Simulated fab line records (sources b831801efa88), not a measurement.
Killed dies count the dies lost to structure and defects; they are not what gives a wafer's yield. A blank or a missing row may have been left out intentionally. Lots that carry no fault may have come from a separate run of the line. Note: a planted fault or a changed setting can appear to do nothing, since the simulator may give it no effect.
fab line records + flow sky130
record
- lots=7
- wafers=21
- last_day=50
route steps=708 shown LDD_HVN@270 LDD_HVP@278 PAD_OPEN@708
lots that met no fault: from a run of the same line without faults
start_h: start of the lot's first displayed wafer, in hours after the record's first day + wait_h: hours from the lot's prior step to this one + " unchanged from the row above + L1.1+2: a row that stands for several wafers + - either no value or no given start + * or withheld: withheld + < > ~ a bound
route shown NAME@n: a module of which the file shows steps, and the number in the route of the first + usual: mean/standard deviation of fault-free wafers + same: alike in all rows + chamber/n: place in a boat + sites: per-site readings + _std_site: standard deviation across them + _edge_site: outer sites' mean less inner sites' + radius_mm: for every site, how far away it sits from the centre of the wafer + mask NAME#n: copy n + behind: the tool/chamber that last shaped the wafer + hold: reason for holding the lot/hours on hold/outcome of the hold + device: transistor that didn't switch, given as n, p or np + end of line: tests run on the same wafers once the route is complete + step lacking rows: just its recipe + killed: dies that structure and defects cost at the first sort, which is not the same as the wafer's yield + map: per-die view of a wafer (x killed, . not killed, _ where there is no die)
set.NAME: setting as actually run; set.NAME@STEP: the setting as run at that earlier step + model.NAME: the simulator's own value behind a step, which no gauge read
lots at selected steps of the route; one table per step, one row per wafer
services: when a tool's chamber went out of use (start_h, in hours from the record's first day, below 0 if earlier), for how many hours, and the reason
## steps
# step SKY_LDD_HVN_SOFTBAKE_03
# recipe
- temp_c=90
- time_s=60
- resist=NOVOLAK
# step SKY_LDD_HVN_EXPOSE_04
# recipe
- mask_id=HVNTM
- na=0.6
- source_shape=conventional
- sigma_outer=0.6
- polarization=unpolarized
- target_cd_nm=700
- dose_mj=127
# step SKY_LDD_HVN_PEB_05
# recipe
- temp_c=withheld
- time_s=*
- resist=NOVOLAK
# step SKY_LDD_HVN_DEVELOP_06
# recipe
- resist=NOVOLAK
- developer=TMAH
- develop_time_s=60
- dev_temp_c=23
# step SKY_LDD_HVN_OVL_MEAS_07
# usual
- LDD_HVN_OVL=1.5/1.7
| lot.wafer | tool       | chamber | start_h | wait_h | LDD_HVN_OVL[nm] |
|-----------|------------|---------|---------|--------|-----------------|
| L296.1    | overlay-02 | -       | 496.28  | 0.1    | 1.4             |
| L296.3    | "          | -       | "       | "      | 1.8             |
| L296.6    | "          | -       | "       | "      | 1.0             |
| L301.1    | overlay-02 | -       | 546.24  | 0.1    | 2.5             |
| L301.2    | "          | -       | "       | "      | 1.6             |
| L301.3    | "          | -       | "       | "      | 2.6             |
| L302.3    | overlay-02 | -       | 555.95  | 0.1    | 1.3             |
| L302.5    | "          | -       | "       | "      | -0.1            |
| L302.6    | "          | -       | "       | "      | 0.3             |
| L304.2    | overlay-02 | -       | 588.55  | 0.1    | 3.8             |
| L304.4    | "          | -       | "       | "      | 1.9             |
| L304.6    | "          | -       | "       | "      | 3.5             |
| L306.1    | overlay-02 | -       | 619.14  | 0.1    | 2.9             |
| L306.3    | "          | -       | "       | "      | 2.6             |
| L306.4    | "          | -       | "       | "      | 3.4             |
| L309.1    | overlay-01 | -       | 645.64  | 0.1    | 2.9             |
| L309.5    | "          | -       | "       | "      | 0.6             |
| L309.6    | "          | -       | "       | "      | 2.4             |
| L313.1    | overlay-01 | -       | 678.42  | 0.1    | 2.6             |
| L313.2    | "          | -       | "       | "      | 1.7             |
| L313.6    | "          | -       | "       | "      | 3.5             |
# step SKY_LDD_HVN_IMPLANT_08
# recipe
- species=P
- energy_kev=60
- dose_cm2=3e+13
- tilt_deg=40
# step SKY_LDD_HVN_STRIP_09
# recipe
- chemistry=O2/N2
- power_w=1400
- pressure_mtorr=1500
- platen_temp_c=withheld
- o2_flow_sccm=3000
- n2_flow_sccm=300
- overash_fraction=0.5
# usual
- drypump_motor_current_A=5.9/0.3
- oes_product_au=0.408/0.0046
- strip_time_to_endpoint_s=4.137/0.014
| lot.wafer | tool            | chamber | start_h | wait_h | drypump_motor_current_A | oes_product_au | rf_hours_counter_h | strip_time_to_endpoint_s |
|-----------|-----------------|---------|---------|--------|-------------------------|----------------|--------------------|--------------------------|
| L296.1    | plasma_asher-04 | 0       | 496.62  | 0.2    | 5.8                     | 0.412          | 6                  | 4.156                    |
| L296.3    | "               | 1       | "       | "      | 5.7                     | 0.399          | -                  | 4.164                    |
| L296.6    | "               | 1       | "       | "      | 5.7                     | 0.408          | -                  | 4.138                    |
| L301.1    | plasma_asher-02 | 0       | 546.43  | 0.1    | 5.9                     | 0.405          | 75                 | 4.138                    |
| L301.2    | "               | 1       | "       | "      | 6.1                     | 0.416          | 75                 | 4.165                    |
| L301.3    | "               | 1       | "       | "      | 6.1                     | 0.399          | -                  | 4.138                    |
| L302.3    | plasma_asher-02 | 1       | 556.16  | 0.1    | 6.1                     | 0.405          | -                  | 4.123                    |
| L302.5    | "               | 0       | "       | "      | 6.0                     | 0.405          | -                  | 4.129                    |
| L302.6    | "               | 1       | "       | "      | 6.1                     | 0.412          | -                  | 4.135                    |
| L304.2    | plasma_asher-01 | 0       | 588.73  | 0.1    | 5.6                     | 0.413          | 89                 | 4.145                    |
| L304.4    | "               | 1       | "       | "      | 6.6                     | 0.411          | -                  | 4.154                    |
| L304.6    | "               | 1       | "       | "      | 6.6                     | 0.407          | -                  | 4.142                    |
| L306.1    | plasma_asher-04 | 0       | 619.33  | 0.1    | 5.8                     | 0.407          | 18                 | 4.126                    |
| L306.3    | "               | 1       | "       | "      | 5.7                     | 0.398          | -                  | 4.108                    |
| L306.4    | "               | 0       | "       | "      | 5.8                     | 0.412          | -                  | 4.134                    |
| L309.1    | plasma_asher-02 | 0       | 645.85  | 0.1    | 5.9                     | 0.417          | 84                 | 4.123                    |
| L309.5    | "               | 0       | "       | "      | 5.9                     | 0.417          | -                  | 4.125                    |
| L309.6    | "               | 1       | "       | "      | 6.1                     | 0.411          | -                  | 4.144                    |
| L313.1    | plasma_asher-02 | 1       | 678.61  | 0.1    | 6.1                     | 0.399          | 87                 | 4.122                    |
| L313.2    | "               | 0       | "       | "      | 6.0                     | 0.407          | 87                 | 4.117                    |
| L313.6    | "               | 0       | "       | "      | 6.0                     | 0.399          | -                  | 4.136                    |
# step SKY_LDD_HVN_TW_MEAS_10
# usual
- LDD_HVN_TW=1431/11
| lot.wafer | tool          | chamber | start_h | wait_h | LDD_HVN_TW |
|-----------|---------------|---------|---------|--------|------------|
| L296.1    | film_metro-03 | -       | 496.72  | 0.1    | 1428       |
| L296.3    | "             | -       | "       | "      | 1424       |
| L296.6    | "             | -       | "       | "      | 1428       |
| L301.1    | film_metro-01 | -       | 546.53  | 0.1    | 1441       |
| L301.2    | "             | -       | "       | "      | 1442       |
| L301.3    | "             | -       | "       | "      | 1435       |
| L302.3    | film_metro-03 | -       | 556.25  | 0.1    | 1423       |
| L302.5    | "             | -       | "       | "      | 1429       |
| L302.6    | "             | -       | "       | "      | 1428       |
| L304.2    | film_metro-01 | -       | 588.84  | 0.1    | 1449       |
| L304.4    | "             | -       | "       | "      | 1441       |
| L304.6    | "             | -       | "       | "      | 1443       |
| L306.1    | film_metro-02 | -       | 619.43  | 0.1    | 1423       |
| L306.3    | "             | -       | "       | "      | 1423       |
| L306.4    | "             | -       | "       | "      | 1413       |
| L309.1    | film_metro-03 | -       | 645.95  | 0.1    | 1430       |
| L309.5    | "             | -       | "       | "      | 1420       |
| L309.6    | "             | -       | "       | "      | 1429       |
| L313.1    | film_metro-01 | -       | 678.71  | 0.1    | 1438       |
| L313.2    | "             | -       | "       | "      | 1435       |
| L313.6    | "             | -       | "       | "      | 1442       |
# step SKY_LDD_HVP_DEHYDRATE_00
# recipe
- temp_c=200
- time_s=60
# step SKY_LDD_HVP_HMDS_01
# recipe
- prime_time_s=60
- prime_temp_c=120
# step SKY_LDD_HVP_COAT_02
# recipe
- resist=NOVOLAK
- spin_rpm=3000
- resist_thk_nm=300
# step SKY_LDD_HVP_SOFTBAKE_03
# recipe
- temp_c=90
- time_s=60
- resist=NOVOLAK
# step SKY_LDD_HVP_EXPOSE_04
# recipe
- mask_id=HVPTM
- na=0.6
- source_shape=conventional
- sigma_outer=0.6
- polarization=unpolarized
- target_cd_nm=700
- dose_mj=86
# usual
- exposure_dose_mJ_cm2=86.01/0.079
| lot.wafer | tool             | chamber | start_h | wait_h | mask    | exposure_dose_mJ_cm2 |
|-----------|------------------|---------|---------|--------|---------|----------------------|
| L296.1    | iline_stepper-02 | 0       | 512.33  | -      | HVPTM#0 | 85.92                |
| L296.3    | "                | 0       | "       | "      | HVPTM#0 | 86.15                |
| L296.6    | "                | 0       | "       | "      | HVPTM#0 | 86.15                |
| L301.1    | iline_stepper-02 | 0       | 560.16  | -      | HVPTM#0 | 81.83                |
| L301.2    | "                | 0       | "       | "      | HVPTM#0 | 81.91                |
| L301.3    | "                | 0       | "       | "      | HVPTM#0 | 82.00                |
| L302.3    | iline_stepper-02 | 0       | 571.02  | -      | HVPTM#0 | 81.93                |
| L302.5    | "                | 0       | "       | "      | HVPTM#0 | 81.96                |
| L302.6    | "                | 0       | "       | "      | HVPTM#0 | 81.99                |
| L304.2    | iline_stepper-02 | 0       | 604.08  | -      | HVPTM#0 | 81.99                |
| L304.4    | "                | 0       | "       | "      | HVPTM#0 | 81.99                |
| L304.6    | "                | 0       | "       | "      | HVPTM#0 | 81.87                |
| L306.1    | iline_stepper-01 | 0       | 634.06  | -      | HVPTM#0 | 86.05                |
| L306.3    | "                | 0       | "       | "      | HVPTM#0 | 86.16                |
| L306.4    | "                | 0       | "       | "      | HVPTM#0 | 85.94                |
| L309.1    | iline_stepper-01 | 0       | 659.17  | -      | HVPTM#0 | 86.05                |
| L309.5    | "                | 0       | "       | "      | HVPTM#0 | 86.08                |
| L309.6    | "                | 0       | "       | "      | HVPTM#0 | 85.96                |
| L313.1    | iline_stepper-01 | 0       | 692.71  | -      | HVPTM#0 | 86.02                |
| L313.2    | "                | 0       | "       | "      | HVPTM#0 | 86.17                |
| L313.6    | "                | 0       | "       | "      | HVPTM#0 | 86.02                |
# step SKY_LDD_HVP_PEB_05
# recipe
- temp_c=withheld
- time_s=*
- resist=NOVOLAK
# step SKY_PAD_OPEN_PROBE_99
# usual
- killed_at_M0_to_M3=44/7.3
- killed_at_M4_up=3.2/1.8
- killed_at_contacts=24/5.4
- killed_at_front_end=16/4.4
- killed_at_other=0.3/0.48
- killed_dies=86/9.5
- killed_open=47/7.7
- killed_short=39/6.4
# same
- gross_dies=492
- killed_at_back_side=0
| lot.wafer | tool      | chamber | start_h | wait_h | killed_at_M0_to_M3 | killed_at_M4_up | killed_at_contacts | killed_at_front_end | killed_at_other | killed_dies | killed_open | killed_short |
|-----------|-----------|---------|---------|--------|--------------------|-----------------|--------------------|---------------------|-----------------|-------------|-------------|--------------|
| L296.1    | prober-01 | -       | 1097.57 | 0.1    | 47                 | 0               | 20                 | 17                  | 0               | 84          | 55          | 29           |
| L296.3    | prober-01 | -       | 1097.67 | 0.2    | 46                 | 0               | 18                 | 9                   | 0               | 73          | 39          | 34           |
| L296.6    | prober-01 | -       | 1097.82 | 0.2    | 51                 | 6               | 16                 | 10                  | 0               | 83          | 41          | 42           |
| L301.1    | prober-02 | -       | 1126.78 | 0.1    | 43                 | 2               | 31                 | 18                  | 0               | 94          | 58          | 36           |
| L301.2    | prober-02 | -       | 1126.83 | 0.1    | 55                 | 3               | 18                 | 18                  | 1               | 95          | 55          | 40           |
| L301.3    | prober-02 | -       | 1126.88 | 0.2    | 50                 | 3               | 34                 | 11                  | 1               | 99          | 59          | 40           |
| L302.3    | prober-01 | -       | 1134.50 | 0.2    | 41                 | 2               | 24                 | 7                   | 0               | 74          | 40          | 34           |
| L302.5    | prober-01 | -       | 1134.60 | 0.2    | 40                 | 4               | 12                 | 18                  | 0               | 74          | 42          | 32           |
| L302.6    | prober-01 | -       | 1134.65 | 0.2    | 34                 | 1               | 19                 | 12                  | 0               | 66          | 40          | 26           |
| L306.1    | prober-02 | -       | 1176.39 | 0.1    | 40                 | 1               | 25                 | 23                  | 0               | 89          | 53          | 36           |
| L306.3    | prober-02 | -       | 1176.49 | 0.2    | 43                 | 2               | 23                 | 14                  | 0               | 82          | 44          | 38           |
| L306.4    | prober-02 | -       | 1176.54 | 0.2    | 46                 | 4               | 26                 | 12                  | 0               | 88          | 57          | 31           |
| L313.1    | prober-01 | -       | 1208.67 | 0.1    | 40                 | 2               | 23                 | 16                  | 0               | 81          | 47          | 34           |
| L313.2    | prober-01 | -       | 1208.72 | 0.1    | 40                 | 3               | 19                 | 11                  | 1               | 74          | 41          | 33           |
| L313.6    | prober-01 | -       | 1208.92 | 0.2    | 39                 | 6               | 25                 | 9                   | 1               | 80          | 36          | 44           |
# killed by level:class
L296.1 VIA3:geometric_particle:open=11 VIA1:geometric_particle:open=10 CONTACT:geometric_particle:open=8 VIA2:geometric_particle:open=8 LI_CONTACT:geometric_particle:open=7 POLY_GATE:geometric_particle:short=5 FIELD_ISO:geometric_particle:open=4 FIELD_ISO:geometric_particle:short=4
L296.3 VIA1:geometric_particle:open=14 CONTACT:geometric_particle:open=8 VIA3:geometric_particle:open=7 VIA1:geometric_particle:short=6 CONTACT:geometric_particle:short=5 METAL2:geometric_particle:short=5 FIELD_ISO:geometric_particle:open=3 LOCAL_INTERCONNECT:geometric_particle:short=3
L296.6 VIA1:geometric_particle:open=16 VIA1:geometric_particle:short=11 VIA3:geometric_particle:open=6 METAL4:geometric_particle:short=6 LI_CONTACT:geometric_particle:open=5 FIELD_ISO:geometric_particle:open=4 CONTACT:geometric_particle:open=4 VIA2:geometric_particle:short=4
L301.1 VIA2:geometric_particle:open=11 CONTACT:geometric_particle:open=10 VIA1:geometric_particle:open=10 LI_CONTACT:geometric_particle:open=8 CONTACT:geometric_particle:short=6 SPACER:geometric_particle:open=5 VIA3:geometric_particle:open=5 FIELD_ISO:geometric_particle:open=4
L301.2 VIA1:geometric_particle:open=15 VIA3:geometric_particle:open=12 VIA2:geometric_particle:open=7 FIELD_ISO:geometric_particle:short=5 POLY_GATE:geometric_particle:open=5 VIA1:geometric_particle:short=5 LOCAL_INTERCONNECT:geometric_particle:short=5 CONTACT:geometric_particle:open=5
L301.3 CONTACT:geometric_particle:open=16 VIA1:geometric_particle:open=13 VIA2:geometric_particle:open=11 VIA1:geometric_particle:short=7 CONTACT:geometric_particle:short=6 LI_CONTACT:geometric_particle:open=6 LOCAL_INTERCONNECT:geometric_particle:short=5 VIA2:geometric_particle:short=5
L302.3 VIA1:geometric_particle:open=10 VIA2:geometric_particle:open=9 CONTACT:geometric_particle:open=8 METAL2:geometric_particle:short=7 LI_CONTACT:geometric_particle:open=6 CONTACT:geometric_particle:short=5 VIA3:geometric_particle:open=4 METAL1:geometric_particle:short=4
L302.5 VIA1:geometric_particle:open=10 VIA3:geometric_particle:open=8 FIELD_ISO:geometric_particle:open=5 LI_CONTACT:geometric_particle:open=5 VIA3:geometric_particle:short=5 FIELD_ISO:geometric_particle:short=4 METAL1:geometric_particle:short=4 METAL3:geometric_particle:short=4
L302.6 METAL1:geometric_particle:short=10 CONTACT:geometric_particle:open=9 VIA1:geometric_particle:open=8 LI_CONTACT:geometric_particle:open=6 POLY_GATE:geometric_particle:open=4 VIA2:geometric_particle:open=4 VIA3:geometric_particle:open=4 METAL2:geometric_particle:short=3
L306.1 VIA1:geometric_particle:open=11 CONTACT:geometric_particle:open=10 FIELD_ISO:geometric_particle:open=7 LI_CONTACT:geometric_particle:open=7 FIELD_ISO:geometric_particle:short=6 METAL1:geometric_particle:short=6 VIA2:geometric_particle:open=5 POLY_GATE:geometric_particle:open=4
L306.3 LI_CONTACT:geometric_particle:open=9 VIA1:geometric_particle:open=9 METAL2:geometric_particle:short=6 FIELD_ISO:geometric_particle:open=5 LOCAL_INTERCONNECT:geometric_particle:short=5 CONTACT:geometric_particle:open=5 METAL1:geometric_particle:short=5 VIA1:geometric_particle:short=5
L306.4 VIA1:geometric_particle:open=17 CONTACT:geometric_particle:open=9 LI_CONTACT:geometric_particle:open=8 VIA3:geometric_particle:open=8 LI_CONTACT:geometric_particle:short=6 METAL1:geometric_particle:short=6 FIELD_ISO:geometric_particle:short=4 POLY_GATE:geometric_particle:open=4
L313.1 LI_CONTACT:geometric_particle:open=9 VIA1:geometric_particle:open=9 FIELD_ISO:geometric_particle:short=5 CONTACT:geometric_particle:short=5 CONTACT:geometric_particle:open=5 VIA1:geometric_particle:short=5 VIA3:geometric_particle:open=5 VIA2:geometric_particle:open=5
L313.2 VIA1:geometric_particle:open=13 VIA2:geometric_particle:open=7 LI_CONTACT:geometric_particle:open=6 CONTACT:geometric_particle:open=5 METAL1:geometric_particle:short=5 FIELD_ISO:geometric_particle:open=4 LOCAL_INTERCONNECT:geometric_particle:short=4 CONTACT:geometric_particle:short=3
L313.6 VIA2:geometric_particle:open=13 VIA1:geometric_particle:short=10 CONTACT:geometric_particle:short=8 CONTACT:geometric_particle:open=7 FIELD_ISO:geometric_particle:open=4 LI_CONTACT:geometric_particle:short=4 METAL1:geometric_particle:short=4 VIA1:geometric_particle:open=4
## services
| tool             | chamber | start_h | hours | kind                    |
|------------------|---------|---------|-------|-------------------------|
| iline_stepper-01 | -       | 485.57  | 0.9   | repair                  |
| plasma_asher-04  | -       | 487.15  | 2.2   | repair                  |
| iline_stepper-01 | -       | 515.42  | 2.1   | pm                      |
| iline_stepper-01 | -       | 517.51  | -     | consumable_replace:lamp |
| iline_stepper-02 | -       | 547.53  | 1.7   | pm                      |
| plasma_asher-02  | -       | 592.69  | 4.0   | repair                  |
| plasma_asher-04  | -       | 598.78  | 0.7   | repair                  |
| iline_stepper-01 | -       | 615.69  | 1.7   | pm                      |
| iline_stepper-01 | -       | 666.38  | 1.3   | repair                  |
## key
first_sign
- step=SKY_LDD_HVP_EXPOSE_04
- reading=exposure_dose_mJ_cm2
- direction=down
- sigmas=52
- usual=*
- struck=*
effect none on later readings
met_at SKY_LDD_HVP_EXPOSE_04
struck_wafers L301.1,L301.2,L301.3,L302.3,L302.5,L302.6,L304.2,L304.4,L304.6
tester_left_out L301,L302,L304
onset_between 512.33 560.16
fault
- kind=process_parameter_drift
- tool=iline_stepper-02
- chamber=-
- onset_h=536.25
- steps=SKY_LDD_HVP_EXPOSE_04
- channel=dose_mj
- offset=-4.0692
- shape=step
- acts_in=these_recipes_only
- stated=86
# tester_left_out: of these lots the tester's yield and bins aren't shown, on N5 and GAA mostly nor the transistor test; their killed dies are dies lost to structure and defects alone, not to doping, threshold or leakage, so they don't give the yield
